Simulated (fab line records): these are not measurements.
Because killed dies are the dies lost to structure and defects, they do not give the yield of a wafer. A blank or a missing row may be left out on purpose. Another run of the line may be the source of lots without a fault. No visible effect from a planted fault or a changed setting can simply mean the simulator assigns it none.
Chamber matching || flow sky130 || cmp-02 running SKY_CONTACT_CMP_04: 4 sister chambers
The step polishes SiO2. 8 wafers are shown with their chamber, then 12 later ones without.

== EACH WAFER AND ITS CHAMBER ==
{"wafer": "L085.6", "chamber": 3, "motorCurrentA (A)": 12.0, "timeToEndpointS (s)": 86}
{"wafer": "L088.2", "chamber": 1, "motorCurrentA (A)": 9.8, "timeToEndpointS (s)": 81}
{"wafer": "L089.1", "chamber": 2, "motorCurrentA (A)": 10.8, "timeToEndpointS (s)": 83}
{"wafer": "L089.5", "chamber": 2, "motorCurrentA (A)": 11.5, "timeToEndpointS (s)": 88}
{"wafer": "L089.6", "chamber": 3, "motorCurrentA (A)": 12.4, "timeToEndpointS (s)": 86}
{"wafer": "L091.1", "chamber": 1, "motorCurrentA (A)": 10.1, "timeToEndpointS (s)": 81}
{"wafer": "L091.3", "chamber": 0, "motorCurrentA (A)": 11.4, "timeToEndpointS (s)": 83}
{"wafer": "L091.6", "chamber": 0, "motorCurrentA (A)": 11.0, "timeToEndpointS (s)": 83}

== WAFERS WHOSE CHAMBER IS MISSING ==
{"wafer": "L094.1", "motorCurrentA (A)": 13.0, "timeToEndpointS (s)": 91}
{"wafer": "L094.3", "motorCurrentA (A)": 10.3, "timeToEndpointS (s)": 85}
{"wafer": "L094.5", "motorCurrentA (A)": 11.7, "timeToEndpointS (s)": 90}
{"wafer": "L096.2", "motorCurrentA (A)": 10.6, "timeToEndpointS (s)": 77}
{"wafer": "L096.4", "motorCurrentA (A)": 11.6, "timeToEndpointS (s)": 79}
{"wafer": "L096.5", "motorCurrentA (A)": 12.9, "timeToEndpointS (s)": 86}
{"wafer": "L095.3", "motorCurrentA (A)": 11.6, "timeToEndpointS (s)": 89}
{"wafer": "L095.4", "motorCurrentA (A)": 12.6, "timeToEndpointS (s)": 86}
{"wafer": "L095.5", "motorCurrentA (A)": 11.3, "timeToEndpointS (s)": 76}
{"wafer": "L097.1", "motorCurrentA (A)": 12.6, "timeToEndpointS (s)": 92}
{"wafer": "L097.3", "motorCurrentA (A)": 11.5, "timeToEndpointS (s)": 80}
{"wafer": "L097.6", "motorCurrentA (A)": 12.8, "timeToEndpointS (s)": 86}

== EACH ONE'S CHAMBER ==
{"wafer": "L094.1", "from the rows above": 3, "in truth": 3}
{"wafer": "L094.3", "from the rows above": "can't be placed: 1 or 2 or 0", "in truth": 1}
{"wafer": "L094.5", "from the rows above": "can't be placed: 3 or 2 or 0", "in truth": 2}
{"wafer": "L096.2", "from the rows above": "can't be placed: 1 or 0", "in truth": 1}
{"wafer": "L096.4", "from the rows above": "can't be placed: 0 or 2 or 3", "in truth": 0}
{"wafer": "L096.5", "from the rows above": 3, "in truth": 3}
{"wafer": "L095.3", "from the rows above": "can't be placed: 2 or 3 or 0", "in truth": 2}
{"wafer": "L095.4", "from the rows above": 3, "in truth": 3}
{"wafer": "L095.5", "from the rows above": "can't be placed: 0 or 1 or 2", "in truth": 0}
{"wafer": "L097.1", "from the rows above": 3, "in truth": 3}
{"wafer": "L097.3", "from the rows above": "can't be placed: 0 or 2", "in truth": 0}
{"wafer": "L097.6", "from the rows above": 3, "in truth": 3}
Correctly placed: 5 of 12. Not placeable from these rows: 7 (in 7, the candidates include the true chamber). Wrongly placed: 0.
How it was worked out, from the rows above alone: a wafer's distance from a chamber is the root of the sum, over the readings, of the square of ((its reading less the chamber's mean) divided by the reading's scatter). The wafer belongs to the nearest chamber; if the next one is less than 2 further off, it can't be placed. For every chamber, the mean is computed from those of its wafers that are shown. The scatter: take each reading less its chamber's mean, square it, sum over the shown wafers, divide by the number of wafers less the number of chambers, and take the root.
